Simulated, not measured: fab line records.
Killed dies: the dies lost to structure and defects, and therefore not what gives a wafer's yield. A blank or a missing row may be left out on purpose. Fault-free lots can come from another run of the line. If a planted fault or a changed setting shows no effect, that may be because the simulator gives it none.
Matching of chambers | flow gf180mcu | cmp-02 running GF_V4_CMP_04: 4 sister chambers
The step polishes SiO2. 16 wafers are shown with their chamber, then 8 later ones without.

== WAFERS PAIRED WITH THEIR CHAMBERS ==
wafer  | chamber | motor_current_A (A) | time_to_endpoint_s (s) | edge_zone_pressure_frac
L212.1 | 0       | 12.4                | 78                     | 1.000
L212.5 | 2       | 10.1                | 86                     | 0.997
L212.6 | 3       | 11.5                | 84                     | 0.987
L214.1 | 0       | 12.3                | 76                     | 1.006
L214.3 | 2       | 10.2                | 78                     | 1.001
L214.6 | 3       | 11.7                | 79                     | 0.997
L218.1 | 2       | 10.6                | 74                     | 0.992
L218.5 | 1       | 13.0                | 73                     | 1.000
L218.6 | 2       | 10.5                | 79                     | 0.990
L217.1 | 2       | 10.0                | 74                     | 1.006
L217.3 | 0       | 12.4                | 78                     | 1.003
L217.6 | 1       | 13.6                | 73                     | 1.003
L220.2 | 1       | 13.0                | 72                     | 0.998
L220.4 | 0       | 12.9                | 77                     | 1.005
L220.6 | 3       | 12.4                | 76                     | 0.997
L226.1 | 1       | 13.2                | 72                     | 1.016

SIGNATURES (averages over the wafers above)
reading                 | chamber 0 | chamber 1 | chamber 2 | chamber 3 | scatter within a chamber
motor_current_A         | 12.500    | 13.200    | 10.280    | 11.867    | 0.313
time_to_endpoint_s      | 77.25     | 72.50     | 78.20     | 79.67     | 3.33
edge_zone_pressure_frac | 1.00350   | 1.00425   | 0.99720   | 0.99367   | 0.00616
Rule: a wafer lies at a distance from a chamber equal to the root of the sum of squares, over the readings, of (its reading less the chamber's mean, divided by the reading's scatter). If the next closest chamber is less than 2 further off than the closest, the wafer can't be placed; otherwise it belongs to the closest. The scatter: the root of (the sum of the squares of (reading less its chamber's mean) over the shown wafers, divided by (wafers less chambers)).

== WAFERS MISSING THEIR CHAMBER ==
wafer  | motor_current_A (A) | time_to_endpoint_s (s) | edge_zone_pressure_frac
L226.2 | 12.6                | 79                     | 0.994
L226.3 | 12.0                | 80                     | 1.004
L230.1 | 12.3                | 90                     | 1.000
L230.5 | 11.9                | 84                     | 0.994
L230.6 | 10.2                | 88                     | 1.002
L231.3 | 12.9                | 81                     | 1.003
L231.5 | 12.4                | 89                     | 0.997
L231.6 | 9.8                 | 89                     | 0.991

== WHICH CHAMBER EACH WENT THROUGH ==
wafer  | from the rows above          | in truth
L226.2 | can't be placed: 0 or 3 or 1 | 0
L226.3 | can't be placed: 3 or 0      | 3
L230.1 | can't be placed: 3 or 0      | 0
L230.5 | can't be placed: 3 or 0      | 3
L230.6 | 2                            | 2
L231.3 | can't be placed: 0 or 1 or 3 | 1
L231.5 | can't be placed: 3 or 0      | 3
L231.6 | 2                            | 2
Placed correctly: 2 of 8. From these rows, 6 cannot be placed; in 6 the true chamber is one of the candidates. Placed wrongly: 0.
